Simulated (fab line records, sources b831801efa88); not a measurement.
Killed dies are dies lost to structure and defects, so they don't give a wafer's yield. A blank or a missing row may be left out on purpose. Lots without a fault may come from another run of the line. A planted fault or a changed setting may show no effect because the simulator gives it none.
One fault seen from 2 desks | flow gf180mcu | each desk has only its own numbers; what lay behind them comes last

THE TOOL OWNER'S DESK: implanter-04
The tool's own readings at GF_HV_LDD_IMPLANT_33: means of the sampled wafers that have a number, for each lot that ran on this tool. A lot is out of limits, marked OUT, if its mean lies more than 4 standard deviations from the usual mean; the brackets give that distance.
Columns: A = beam_energy_keV at GF_HV_LDD_IMPLANT_33, usual 59.995
lot  | first seen here | A
L469 | day 11 17:58    | 59.990
L472 | day 12 16:59    | 59.982
L476 | day 13 20:52    | 73.343 (+99 or more) OUT
L477 | day 14 10:31    | 73.317 (+99 or more) OUT
L483 | day 17 00:07    | 59.997
L486 | day 17 07:23    | 60.013
L487 | day 17 17:10    | 59.996
L490 | day 18 18:25    | 60.000
L489 | day 18 19:25    | 59.985
This desk's finding: out of limits on L476, L477; first on L476, day 13 20:52 (beam_energy_keV at GF_HV_LDD_IMPLANT_33). In limits: L469, L472, L483, L486, L487, L490, L489.

THE METROLOGY DESK
What the gauges read, lot by lot, whatever tool the lot ran on: means of the sampled wafers that have a number. A lot is out of limits, marked OUT, if its mean lies more than 4 standard deviations from the usual mean; the brackets give that distance.
Columns: A = VT_IMPLANT_01_OVL at GF_VT_IMPLANT_OVL_MEAS_18, usual 0.7 nm; B = HV_LDD_3_TW at GF_HV_LDD_TW_MEAS_38, usual 1449; C = cd_nm at GF_HV_LDD_CD_MEAS_46, usual 400.5 nm; D = HV_LDD_RS at GF_HV_LDD_RS_MEAS_53, usual 418.4 ohm/sq; E = cd_nm at GF_SAB_CD_MEAS_09, usual 419.8 nm
lot  | first seen here | A    | B    | C     | D               | E
L468 | day 6 04:38     | 0.8  | 1448 | 402.2 | 418.7           | 414.4
L469 | day 6 11:29     | -0.4 | 1457 | 398.4 | 418.6           | 421.6
L472 | day 7 04:55     | 0.5  | 1448 | 399.5 | 417.0           | 416.4
L476 | day 8 04:58     | -1.9 | 1473 | 403.7 | 405.5 (-14) OUT | 419.3
L477 | day 8 15:49     | -0.1 | 1468 | 402.2 | 404.8 (-15) OUT | 422.2
L480 | day 9 14:28     | 1.8  | 1457 | 394.1 | 418.5           | 419.1
L483 | day 10 12:17    | 0.1  | 1451 | 399.3 | 418.3           | 419.2
L485 | day 10 18:56    | 1.4  | 1447 | 398.5 | 418.1           | 417.3
L486 | day 10 22:28    | -1.3 | 1445 | 403.8 | 419.4           | 416.9
L487 | day 11 05:42    | 1.5  | 1444 | 401.4 | 417.9           | 417.8
L488 | day 11 11:31    | 1.7  | 1463 | 400.3 | 418.4           | 417.9
L490 | day 12 02:53    | -0.3 | 1448 | 398.6 | 416.7           | 419.7
L489 | day 12 03:32    | 1.0  | 1456 | 402.8 | 418.4           | 422.8
L491 | day 12 15:25    | -1.2 | 1447 | 400.6 | 418.4           | 420.6
This desk's finding: out of limits on L476, L477; first on L476, day 14 19:11 (HV_LDD_RS at GF_HV_LDD_RS_MEAS_53). In limits: L468, L469, L472, L480, L483, L485, L486, L487, L488, L490, L489, L491.

PUT TOGETHER
The tool owner's desk could have raised an alarm at day 13 20:52, on L476, L477.
The metrology desk could have raised an alarm at day 14 19:11, on L476, L477.
Of the lots named, all ran GF_HV_LDD_IMPLANT_33 on implanter-04.

WHAT THE SIMULATOR HAD PUT IN
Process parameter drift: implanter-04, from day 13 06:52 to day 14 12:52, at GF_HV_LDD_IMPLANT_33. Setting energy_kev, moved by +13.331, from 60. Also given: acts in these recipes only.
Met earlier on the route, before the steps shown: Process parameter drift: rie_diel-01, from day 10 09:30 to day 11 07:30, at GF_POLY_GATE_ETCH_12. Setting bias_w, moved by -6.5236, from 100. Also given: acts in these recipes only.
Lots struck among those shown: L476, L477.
Hours from the fault's start to each desk's first reading out of limits: the tool owner's desk, 14; the metrology desk, 36.
